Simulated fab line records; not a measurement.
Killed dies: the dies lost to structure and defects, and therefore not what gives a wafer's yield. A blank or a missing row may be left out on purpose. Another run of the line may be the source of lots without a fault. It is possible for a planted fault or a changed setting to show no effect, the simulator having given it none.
Problem report in the 8D (eight disciplines) form, filled by code | flow gf180mcu | the parts of the form that need people (team, actions taken, sign-off) are left out

== 1. WHAT WENT WRONG ==
Mean of oes_product_au at GF_SAB_ETCH_11: 1.200 a.u. across 2 wafers in 2 lots; on wafers with no fault it is 1.000 a.u. (standard deviation 0.012). Relative to the usual mean, that is a shift of +17 standard deviations.
The step: etches SiO2 in C4F8/O2/Ar, target depth 55 nm, time 8.5 s.
Earliest sighting: wafer L236.1 on rie_diel-03 at day 18 14:13. The record has a number at this step for 18 wafers belonging to 6 lots. Rule for "out" (also "out of limits"): further than 4 standard deviations from the usual mean. All remaining wafers that have a number are taken as sound.

== 2. WHAT THIS IS AND IS NOT ==
question                    | is                | is not
which readings at this step | oes_product_au    | -
which lots                  | L236, L239        | L230, L240, L248, L249
which wafers of those lots  | L236.1, L239.6    | L236.4, L236.6, L239.2, L239.3
read on which tools         | rie_diel-03       | rie_diel-01
when                        | from day 18 14:13 | up to then (5 sound wafers); but 11 sound wafers of L239, L240, L248, L249 came after

== 3. THE SUSPECTS, EACH WITH WHAT RULES IT OUT ==
Counting: any tool at a process step up to the reading remains a suspect provided it ran every lot that is out. Sound lots after the first of them don't rule it out here, since some wafers of a struck lot are sound.
- rie_diel-03 at GF_SAB_ETCH_11 (etches SiO2 in C4F8/O2/Ar, target depth 55 nm, time 8.5 s): kept. It ran every lot that is out, first L236 (day 18 14:13). Its own oes_product_au readings are out on those wafers.
- At GF_SAB_ETCH_11, inside rie_diel-03: chamber 1 took the wafers that are out, while their sound lot-mates went through chambers 2, 3.
Remaining after the count: rie_diel-03 at GF_SAB_ETCH_11.

== 4. THE CAUSE (what the simulator had put in) ==
rie_diel-03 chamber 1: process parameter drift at GF_SAB_ETCH_11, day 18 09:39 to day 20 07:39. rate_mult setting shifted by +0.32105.
The count eliminated every tool but this one.

== 5. THE CHAIN OF EFFECTS, in route order ==
Each row: a reading whose mean over the struck wafers that have a number lies more than 3 standard deviations from the usual. Readings are gone through only where the record gives a usual standard deviation; hours: the median, over the lots, of the time from a lot's start at the first step in this table giving one to that lot's start at this step; sigmas: the change measured in usual standard deviations.
hours | step           | reading        | usual      | on struck wafers | change | sigmas
0     | GF_SAB_ETCH_11 | oes_product_au | 1.000 a.u. | 1.200            | +0.200 | +17
Its process steps:
- GF_SAB_ETCH_11: etches SiO2 in C4F8/O2/Ar, target depth 55 nm, time 8.5 s.

== 6. WHAT WOULD HAVE CAUGHT IT SOONER ==
5 hours passed between the start of the fault at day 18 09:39 and the first reading out of limits in this record, taken at day 18 14:13.
